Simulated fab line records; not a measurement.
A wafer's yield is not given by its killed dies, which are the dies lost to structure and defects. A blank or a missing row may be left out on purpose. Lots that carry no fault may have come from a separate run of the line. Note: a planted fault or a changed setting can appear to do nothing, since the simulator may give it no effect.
What tool caused it? ; flow sky130 ; 11 lots, 33 wafers sampled, at 2 steps of a route of 708

## WHAT THE GAUGES SHOWED, per wafer
SKY_POLY_GATE_THK_MEAS_01. Usual: POLY_GATE_CVD_00_THK gives 180.2 nm (standard deviation 1.7).
lot;measured;on;POLY_GATE_CVD_00_THK (nm);flag
L575;day 13 16:29;film_metro-04;179.6 180.1 180.3;
L576;day 14 00:50;film_metro-02;182.6 180.9 182.3;
L577;day 14 11:23;film_metro-02;179.8 180.3 179.7;
L578;day 14 19:43;film_metro-04;179.9 181.5 181.6;
L580;day 16 04:17;film_metro-02;181.4 183.2 182.2;
L581;day 16 04:17;film_metro-01;179.3 179.7 177.3;
L582;day 16 09:22;film_metro-04;180.9 180.1 179.2;
L583;day 16 16:19;film_metro-02;178.4 178.4 178.8;
L588;day 18 10:45;film_metro-02;182.7 183.0 182.0;
L593;day 20 02:07;film_metro-01;97.6 98.0 97.8;OFF
L594;day 21 01:53;film_metro-02;96.1 95.5 97.4;OFF

## WHAT TOOL EACH LOT RAN ON (gives the tool, then ch and the chambers of the sampled wafers, and finally the start)
lot;SKY_POLY_GATE_CVD_00
L575;lpcvd-01 ch 1, day 13 15:17
L576;lpcvd-01 ch 0, day 13 23:38
L577;lpcvd-01 ch 1, day 14 10:11
L578;lpcvd-01 ch 1, day 14 18:31
L580;lpcvd-01 ch 1, day 16 03:05
L581;lpcvd-01 ch 0, day 16 03:05
L582;lpcvd-01 ch 0, day 16 08:10
L583;lpcvd-01 ch 0, day 16 15:07
L588;lpcvd-01 ch 0, day 18 09:33
L593;lpcvd-01 ch 1, day 20 00:54
L594;lpcvd-01 ch 0, day 21 00:41
- SKY_POLY_GATE_CVD_00: deposits poly-Si, target thk 180 nm, time 720 s.

## AS READ BY THE TOOLS THEMSELVES (means over the sampled wafers that have a number; for cases with no such wafer, the mark the record gives instead)
SKY_POLY_GATE_CVD_00. Usual: 18.6 % for zone_power_top_pct, sd 1.9.
lot;tool;zone_power_top_pct (%);flag
L575;lpcvd-01;20.2;
L576;lpcvd-01;16.4;
L577;lpcvd-01;20.3;
L578;lpcvd-01;20.1;
L580;lpcvd-01;20.2;
L581;lpcvd-01;16.2;
L582;lpcvd-01;16.4;
L583;lpcvd-01;16.4;
L588;lpcvd-01;16.5;
L593;lpcvd-01;20.2;
L594;lpcvd-01;16.2;

## THE ANSWER, worked out from the rows above alone
Rule: take the mean of a lot's wafers that have a number; if it is more than 3 standard deviations from the usual mean, the lot is off. Also off: a lot with no number at a reading for which 4 or more lots have one. All remaining lots with rows at the step are treated as sound. After the gauges, taken in route order, come the tools' own readings; for these a lot's mean is taken, as printed above. The first step at which some lot is off is used, and at that step the reading that is off furthest; a lot without a number counts as furthest.
Off: at SKY_POLY_GATE_THK_MEAS_01 (POLY_GATE_CVD_00_THK), L593, L594.
If a tool, at a process step before that reading, ran all the lots that are off and no sound lot after the first of them, it fits. Those tools and the gauges at SKY_POLY_GATE_THK_MEAS_01 are tried in the same way. One fits: SKY_POLY_GATE_CVD_00 on lpcvd-01. Its last sound lot is L588 (day 18 09:33), its first lot that is off L593 (day 20 00:54): a fault that began between those two fits.

## WHAT THE SIMULATOR HAD INSERTED
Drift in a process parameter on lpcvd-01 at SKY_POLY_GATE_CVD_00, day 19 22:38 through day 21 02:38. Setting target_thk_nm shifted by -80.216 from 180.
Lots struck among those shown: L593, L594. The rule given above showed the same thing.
